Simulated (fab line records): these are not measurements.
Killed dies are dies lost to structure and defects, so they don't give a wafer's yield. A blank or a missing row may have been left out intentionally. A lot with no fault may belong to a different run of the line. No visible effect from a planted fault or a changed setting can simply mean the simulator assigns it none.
Problem report, 8D (eight disciplines) form, completed by code	flow sky130	the parts of the form that need people (team, actions taken, sign-off) are left out

## 1. THE PROBLEM
killed_at_M4_up at SKY_PAD_OPEN_PROBE_99 reads a mean of 295.0 on 1 wafer of 1 lot; wafers without a fault read 3.4 with a standard deviation of 1.9. That is +99 or more standard deviations from the usual mean.
First seen on wafer L196.5, day 48 11:44, on prober-01. The record holds 24 wafers of 8 lots with a number at this step. The rule behind "out" and "out of limits": a value lying over 4 standard deviations away from the usual mean. The rest of the wafers with a number are treated as sound.

## 2. WHAT IT IS, WHAT IT ISN'T
question	is	is not
which readings at this step	killed_at_M4_up, defect_limited_yield, killed_at_M0_to_M3, killed_dies, killed_on_rim, sort_bin_3_pad_short, sort_bin_5_function, sort_bin_6_memory, sort_n_pass, sort_yield_pct	killed_at_contacts, killed_at_front_end, killed_at_other
which lots	L196	L185, L190, L193, L194, L197, L200, L206
which wafers of those lots	L196.5	L196.1, L196.6
read on which tools	prober-01	prober-02
when	from day 48 11:44	up to then (13 sound wafers); but 10 sound wafers of L196, L197, L200, L206 came after

## 3. SUSPECTS, AND WHAT RULES EACH OUT
Counting: a tool at a process step up to the reading stays a suspect if it ran every lot that is out. Sound lots after the first of them don't rule it out here, since some wafers of a struck lot are sound.
- plasma_asher-03 at SKY_VIA4_STRIP_13 (strips in O2/N2): kept. The lot that is out, L196, ran on it at day 45 18:47; the last sound lot it ran before that was L193, at day 44 23:03.
- cmp-01 at SKY_VIA4_CMP_21 (polishes, stops on SiO2, t overpolish 25 s, target thk 0 nm): kept. It ran the lot that is out, L196 (day 45 19:58).
- pvd_sputter-04 at SKY_METAL5_SPUTTER_04 (material TiN, target thk 70 nm, time 58.3 s): kept. The lot that is out, L196, ran on it at day 45 20:14; the last sound lot it ran before that was L193, at day 45 00:39.
- prober-01 at SKY_PAD_OPEN_PROBE_99: kept. The lot that is out, L196, ran on it at day 48 11:32; the last sound lot it ran before that was L194, at day 47 22:41. Its own readings are out on those wafers: defect_limited_yield, killed_at_M0_to_M3, killed_at_M4_up, killed_dies, killed_on_rim, sort_bin_3_pad_short, sort_bin_5_function, sort_bin_6_memory, sort_n_pass, sort_yield_pct.
- In cmp-01 at SKY_VIA4_CMP_21, the wafers that are out were processed in chamber 0 and their sound lot-mates in chambers 2, 3.
Left after counting: plasma_asher-03 at SKY_VIA4_STRIP_13, cmp-01 at SKY_VIA4_CMP_21, pvd_sputter-04 at SKY_METAL5_SPUTTER_04, prober-01 at SKY_PAD_OPEN_PROBE_99.

## 4. THE CAUSE (what the simulator had put in)
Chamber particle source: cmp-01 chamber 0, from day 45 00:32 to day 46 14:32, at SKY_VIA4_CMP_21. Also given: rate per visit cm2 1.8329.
This tool is one of the 4 suspects left after counting.

## 5. THE EFFECT CHAIN, in route order
Rows list readings where the struck wafers' mean (over those with a number) sits beyond 3 standard deviations from the usual. Only readings whose record carries a usual standard deviation are examined. hours: median over the lots of the time between each lot's start at the first step of this table that gives one and its start at this step. sigmas: the change, counted in usual standard deviations.
hours	step	reading	usual	on struck wafers	change	sigmas
0	SKY_PAD_OPEN_PROBE_99	defect_limited_yield	82.2 %	31.7	-50.5	-27
0	SKY_PAD_OPEN_PROBE_99	killed_at_M0_to_M3	44	17	-27	-4.1
0	SKY_PAD_OPEN_PROBE_99	killed_at_M4_up	3.4	295.0	+291.6	+99 or more
0	SKY_PAD_OPEN_PROBE_99	killed_dies	88	336	+248	+26
0	SKY_PAD_OPEN_PROBE_99	killed_on_rim	17	68	+51	+13
0	SKY_PAD_OPEN_PROBE_99	killed_short	40	17	-23	-3.6
0	SKY_PAD_OPEN_PROBE_99	sort_bin_3_pad_short	1.0 %	6.7	+5.7	+12
0	SKY_PAD_OPEN_PROBE_99	sort_bin_5_function	10.4 %	43.7	+33.3	+24
0	SKY_PAD_OPEN_PROBE_99	sort_bin_6_memory	6.4 %	17.9	+11.5	+10
0	SKY_PAD_OPEN_PROBE_99	sort_n_pass	404	156	-248	-26
0	SKY_PAD_OPEN_PROBE_99	sort_yield_pct	82.2 %	31.7	-50.5	-27
Process steps it contains:
- SKY_PAD_OPEN_PROBE_99

## 6. HOW IT WOULD HAVE BEEN CAUGHT EARLIER
First out-of-limits reading in this record: day 48 11:44, which is 83 hours after fault onset at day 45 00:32.
Tool readings at SKY_VIA4_CMP_21 with a usual standard deviation given in the record: none out on any struck wafer, hence no alarm at a limit of 4 standard deviations on them.
By day 48 11:44, every lot that is out (1) had started SKY_VIA4_CMP_21 on cmp-01. Had the tool been put on hold then, not one of them would have been saved.
